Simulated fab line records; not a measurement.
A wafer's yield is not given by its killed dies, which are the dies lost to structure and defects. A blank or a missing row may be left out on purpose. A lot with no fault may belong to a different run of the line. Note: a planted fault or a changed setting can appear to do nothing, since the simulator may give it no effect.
8D (eight disciplines) problem report, filled in by code / flow sky130 / the parts of the form that need people (team, actions taken, sign-off) are left out

== 1. WHAT IS WRONG ==
At SKY_VT_ADJUST_LVTN_DEVELOP_17, developer-temp-C averages 25.38 C over 6 wafers from 2 lots, while fault-free wafers read 22.97 C, standard deviation 0.092. Relative to the usual mean, that is a shift of +26 standard deviations.
The step: develop time 62.06 s.
First seen on wafer L922.2, day 12 13:25, on litho-track-03. Wafers with a number at this step in the record: 18, from 6 lots. Rule for "out", or "out of limits": more than 4 standard deviations from the usual mean. The other wafers with a number count as sound.

== 2. WHAT IT IS, WHAT IT ISN'T ==
question=which readings at this step | is=developer-temp-C | is not=-
question=which lots | is=L922, L923 | is not=L910, L917, L921, L926
question=which wafers of those lots | is=all that have a number | is not=-
question=read on which tools | is=litho-track-03 | is not=litho-track-02, litho-track-04
question=when | is=from day 12 13:25 | is not=up to then (9 sound wafers); but 3 sound wafers of L926 came after

== 3. THE SUSPECTS, EACH WITH WHAT RULES IT OUT ==
Counting: any tool at a process step up to the reading is kept as a suspect provided that every lot that is out went through it and no sound lot did after the first of them.
- plasma-asher-02 at SKY_VT_ADJUST_LVTN_STRIP_09 (strips in O2/N2): kept. All lots that are out passed through it, beginning with L922 at day 11 13:18, and no sound lot followed; its final sound lot before that point was L921 at day 11 07:08.
- litho-track-03 at SKY_VT_ADJUST_LVTN_DEVELOP_17 (develop time 62.06 s): kept. All lots that are out passed through it, beginning with L922 at day 12 13:25, and no sound lot followed; its final sound lot before that point was L917 at day 10 23:57. Out on those wafers are its own readings of developer-temp-C.
Remaining after the count are plasma-asher-02 at SKY_VT_ADJUST_LVTN_STRIP_09 and litho-track-03 at SKY_VT_ADJUST_LVTN_DEVELOP_17.

== 4. THE CAUSE (what the simulator had put in) ==
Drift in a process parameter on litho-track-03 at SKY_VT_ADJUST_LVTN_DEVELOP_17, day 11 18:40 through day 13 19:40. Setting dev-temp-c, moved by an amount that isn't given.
After counting, 2 suspects remain, this tool included.

== 5. THE CHAIN OF EFFECTS, in route order ==
One row per reading whose mean, taken over the struck wafers that have a number, lies over 3 standard deviations from the usual. Only readings whose record carries a usual standard deviation are examined. hours: median over the lots of the time between each lot's start at the first step of this table that gives one and its start at this step. sigmas: the change, counted in usual standard deviations.
hours=0; step=SKY_VT_ADJUST_LVTN_DEVELOP_17; reading=developer-temp-C; usual=22.97 C; on struck wafers=25.38; change=+2.41; sigmas=+26
Here are the process steps it includes:
- SKY_VT_ADJUST_LVTN_DEVELOP_17: develop time 62.06 s.
Later steps that measure or inspect, where all struck wafers having a row at the step show a number for every such reading and not one has moved that far: SKY_VT_ADJUST_LVTN_OVL_MEAS_18.

== 6. HOW IT WOULD HAVE BEEN CAUGHT EARLIER ==
In this record the first reading out of limits was taken at day 12 13:25, 19 hours after the fault began at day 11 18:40.
